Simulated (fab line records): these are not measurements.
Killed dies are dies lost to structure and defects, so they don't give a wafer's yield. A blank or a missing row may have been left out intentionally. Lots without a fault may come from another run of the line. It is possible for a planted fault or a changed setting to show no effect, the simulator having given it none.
What tool caused it? / flow sfq line / 13 lots, 39 wafers sampled, at 2 steps of a route of 325

## WHAT EACH GAUGE READ, for each wafer
SFQ_M4_RS_MEAS_924: the measuring method here is four-point-probe. Usual: M4_NB_RS typically reads 0.892 ohm/sq, with standard deviation 0.011.
lot=L642; measured=day 43 07:44; on=film metro-03; M4_NB_RS (ohm/sq)=0.892 0.904 0.893; flag=
lot=L643; measured=day 43 10:37; on=film metro-01; M4_NB_RS (ohm/sq)=0.874 0.879 0.880; flag=
lot=L644; measured=day 44 10:59; on=film metro-03; M4_NB_RS (ohm/sq)=0.903 0.902 0.915; flag=
lot=L645; measured=day 44 18:09; on=film metro-03; M4_NB_RS (ohm/sq)=0.914 0.914 0.909; flag=
lot=L646; measured=day 44 21:09; on=film metro-03; M4_NB_RS (ohm/sq)=0.906 0.921 0.899; flag=
lot=L648; measured=day 46 02:34; on=film metro-04; M4_NB_RS (ohm/sq)=0.882 0.894 0.895; flag=
lot=L650; measured=day 46 12:03; on=film metro-01; M4_NB_RS (ohm/sq)=0.867 0.879 0.875; flag=
lot=L653; measured=day 47 08:22; on=film metro-04; M4_NB_RS (ohm/sq)=0.892 0.895 0.976; flag=
lot=L657; measured=day 48 14:13; on=film metro-01; M4_NB_RS (ohm/sq)=0.879 0.880 0.881; flag=
lot=L659; measured=day 49 00:22; on=film metro-01; M4_NB_RS (ohm/sq)=0.893 0.889 0.884; flag=
lot=L660; measured=day 49 08:55; on=film metro-04; M4_NB_RS (ohm/sq)=0.897 0.890 0.883; flag=
lot=L662; measured=day 50 11:55; on=film metro-03; M4_NB_RS (ohm/sq)=0.875 0.879 0.883; flag=
lot=L663; measured=day 51 02:25; on=film metro-03; M4_NB_RS (ohm/sq)=0.904 0.891 0.892; flag=

## WHAT TOOL EACH LOT RAN ON (gives the tool, then ch and the chambers of the sampled wafers, and finally the start)
lot=L642; SFQ_TRILAYER_M4_DEP_SPUTTER_091=pvd sputter-06, day 43 07:39
lot=L643; SFQ_TRILAYER_M4_DEP_SPUTTER_091=pvd sputter-05, day 43 10:29
lot=L644; SFQ_TRILAYER_M4_DEP_SPUTTER_091=pvd sputter-06, day 44 10:53
lot=L645; SFQ_TRILAYER_M4_DEP_SPUTTER_091=pvd sputter-03, day 44 18:04
lot=L646; SFQ_TRILAYER_M4_DEP_SPUTTER_091=pvd sputter-06, day 44 21:04
lot=L648; SFQ_TRILAYER_M4_DEP_SPUTTER_091=pvd sputter-06, day 46 02:28
lot=L650; SFQ_TRILAYER_M4_DEP_SPUTTER_091=pvd sputter-05, day 46 11:58
lot=L653; SFQ_TRILAYER_M4_DEP_SPUTTER_091=pvd sputter-05, day 47 08:17
lot=L657; SFQ_TRILAYER_M4_DEP_SPUTTER_091=pvd sputter-06, day 48 14:07
lot=L659; SFQ_TRILAYER_M4_DEP_SPUTTER_091=pvd sputter-06, day 49 00:16
lot=L660; SFQ_TRILAYER_M4_DEP_SPUTTER_091=pvd sputter-03, day 49 08:48
lot=L662; SFQ_TRILAYER_M4_DEP_SPUTTER_091=pvd sputter-06, day 50 11:48
lot=L663; SFQ_TRILAYER_M4_DEP_SPUTTER_091=pvd sputter-05, day 51 02:19
- SFQ_TRILAYER_M4_DEP_SPUTTER_091: material Nb, target thk 200 nm, time 133.3 s.

## WHAT THE TOOLS THEMSELVES READ (means of the sampled wafers that have a number; where no wafer has one, the mark that the record gives instead)
SFQ_TRILAYER_M4_DEP_SPUTTER_091. Usual: chamber pressure pa 0.13337 Pa, standard deviation 0.00026; substrate temp c 19.99 C, standard deviation 0.11; throttle valve pct 29.6 %, standard deviation 1.1.
lot=L642; tool=pvd sputter-06; chamber pressure pa (Pa)=0.13313; substrate temp c (C)=19.99; throttle valve pct (%)=29.5; flag=
lot=L643; tool=pvd sputter-05; chamber pressure pa (Pa)=0.13337; substrate temp c (C)=19.92; throttle valve pct (%)=29.0; flag=
lot=L644; tool=pvd sputter-06; chamber pressure pa (Pa)=0.13325; substrate temp c (C)=20.00; throttle valve pct (%)=29.4; flag=
lot=L645; tool=pvd sputter-03; chamber pressure pa (Pa)=0.13330; substrate temp c (C)=19.98; throttle valve pct (%)=28.8; flag=
lot=L646; tool=pvd sputter-06; chamber pressure pa (Pa)=0.13335; substrate temp c (C)=19.98; throttle valve pct (%)=28.9; flag=
lot=L648; tool=pvd sputter-06; chamber pressure pa (Pa)=0.13335; substrate temp c (C)=19.97; throttle valve pct (%)=29.6; flag=
lot=L650; tool=pvd sputter-05; chamber pressure pa (Pa)=0.13345; substrate temp c (C)=20.01; throttle valve pct (%)=30.8; flag=
lot=L653; tool=pvd sputter-05; chamber pressure pa (Pa)=0.13332; substrate temp c (C)=19.91; throttle valve pct (%)=31.6; flag=
lot=L657; tool=pvd sputter-06; chamber pressure pa (Pa)=0.13341; substrate temp c (C)=20.05; throttle valve pct (%)=29.8; flag=
lot=L659; tool=pvd sputter-06; chamber pressure pa (Pa)=0.13336; substrate temp c (C)=20.05; throttle valve pct (%)=29.4; flag=
lot=L660; tool=pvd sputter-03; chamber pressure pa (Pa)=0.13349; substrate temp c (C)=19.99; throttle valve pct (%)=29.1; flag=
lot=L662; tool=pvd sputter-06; chamber pressure pa (Pa)=0.13348; substrate temp c (C)=19.94; throttle valve pct (%)=29.7; flag=
lot=L663; tool=pvd sputter-05; chamber pressure pa (Pa)=0.13319; substrate temp c (C)=19.95; throttle valve pct (%)=30.0; flag=

## THE ANSWER, worked out from the rows above alone
Rule: a lot is off if the mean of its wafers that have a number lies more than 3 standard deviations from the usual mean. Also off: a lot with no number at a reading for which 4 or more lots have one. All remaining lots with rows at the step are treated as sound. Order of review: gauges by route order, followed by the tools' own readings, for which a lot's mean as printed above is used. The first step at which some lot is off is used, and at that step the reading that is off furthest; a lot without a number counts as furthest.
None of the lots is off at any reading shown; this tells nothing.

## WHAT HAD BEEN PUT IN BY THE SIMULATOR
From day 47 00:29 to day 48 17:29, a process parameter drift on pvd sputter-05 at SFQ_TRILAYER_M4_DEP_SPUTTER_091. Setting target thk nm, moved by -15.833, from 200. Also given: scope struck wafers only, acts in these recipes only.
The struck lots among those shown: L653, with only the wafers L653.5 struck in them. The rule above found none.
